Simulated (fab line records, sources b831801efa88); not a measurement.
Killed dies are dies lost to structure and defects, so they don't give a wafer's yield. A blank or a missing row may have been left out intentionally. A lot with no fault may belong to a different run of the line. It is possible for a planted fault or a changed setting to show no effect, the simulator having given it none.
2 desks, one fault :: flow sky130 :: what lay behind the numbers comes last; until then each desk has only its own

== METROLOGY DESK ==
What the gauges read, lot by lot, whatever tool the lot ran on: means of the sampled wafers that have a number. Marked OUT: a lot whose mean sits more than 4 standard deviations from the usual mean, which makes it out of limits; the brackets give that distance.
Columns: A = VIA1_OVL at SKY_VIA1_OVL_MEAS_13, usual -1 nm; B = cd-nm at SKY_METAL2_CD_MEAS_15, usual 139.7 nm; C = CAPM_TIN_RS at SKY_CAPM_RS_MEAS_03, usual 6.88 ohm/sq; D = CAPM_TIN_THK at SKY_CAPM_THK_MEAS_04, usual 201 nm
lot: L524
first seen here: day 35 11:49
A: 0
B: 139.1
C: 6.91
D: 199

lot: L531
first seen here: day 37 16:02
A: -5
B: 137.1
C: 6.60
D: 211

lot: L535
first seen here: day 39 07:37
A: 2
B: 139.6
C: 6.41 (-4.8) OUT
D: 214 (+4.4) OUT

lot: L536
first seen here: day 39 12:11
A: -2
B: 138.1
C: 6.86
D: 200

lot: L537
first seen here: day 39 18:25
A: -1
B: 138.1
C: 6.87
D: 203

lot: L538
first seen here: day 40 08:13
A: 3
B: 139.8
C: 6.93
D: 198

lot: L543
first seen here: day 41 11:32
A: -3
B: 140.5
C: 6.83
D: 203

lot: L544
first seen here: day 41 12:00
A: -5
B: 140.5
C: 6.96
D: 200

lot: L545
first seen here: day 41 18:11
A: 1
B: 140.7
C: 7.09
D: 196

lot: L546
first seen here: day 41 20:13
A: -4
B: 140.2
C: 6.92
D: 200

lot: L547
first seen here: day 42 01:38
A: 0
B: 141.3
C: 7.05
D: 194
This desk reports L535 out of limits; the earliest was L535 at day 41 13:55 (CAPM_TIN_RS at SKY_CAPM_RS_MEAS_03). In limits: L524, L531, L536, L537, L538, L543, L544, L545, L546, L547.

== THE TOOL OWNER'S DESK: pvd-sputter-02 ==
The tool's own readings at SKY_CAPM_SPUTTER_02 (material TiN, target thk 200 nm, time 166.7 s): means of the sampled wafers that have a number, for each lot that ran on this tool. Marked OUT: a lot whose mean sits more than 4 standard deviations from the usual mean, which makes it out of limits; the brackets give that distance.
Columns: A = substrate-temp-c at SKY_CAPM_SPUTTER_02, usual 299.97 C; B = throttle-valve-pct at SKY_CAPM_SPUTTER_02, usual 30.2 %
lot: L524
first seen here: day 37 20:55
A: 299.94
B: 29.7

lot: L531
first seen here: day 40 00:31
A: 299.98
B: 29.5

lot: L535
first seen here: day 41 13:47
A: 300.24
B: 28.6

lot: L544
first seen here: day 43 16:43
A: 299.80
B: 29.9

lot: L546
first seen here: day 44 00:47
A: 300.30
B: 29.0
Result from this desk: across the 5 lots, nothing is out of limits.

== PUT TOGETHER ==
On L535, the metrology desk was in a position to raise an alarm at day 41 13:55.
The desk of the tool owner found nothing out of limits.
Tool owner's desk: L535 on record, inside its limits.
Every lot named ran SKY_CAPM_SPUTTER_02 on pvd-sputter-02.

== WHAT WAS PUT IN BY THE SIMULATOR ==
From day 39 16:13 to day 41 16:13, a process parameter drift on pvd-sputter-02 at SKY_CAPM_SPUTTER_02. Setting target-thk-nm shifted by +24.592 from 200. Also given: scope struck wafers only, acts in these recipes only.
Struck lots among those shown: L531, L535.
Per desk, hours elapsed from the start of the fault to the first reading out of limits: for the metrology desk, 46.
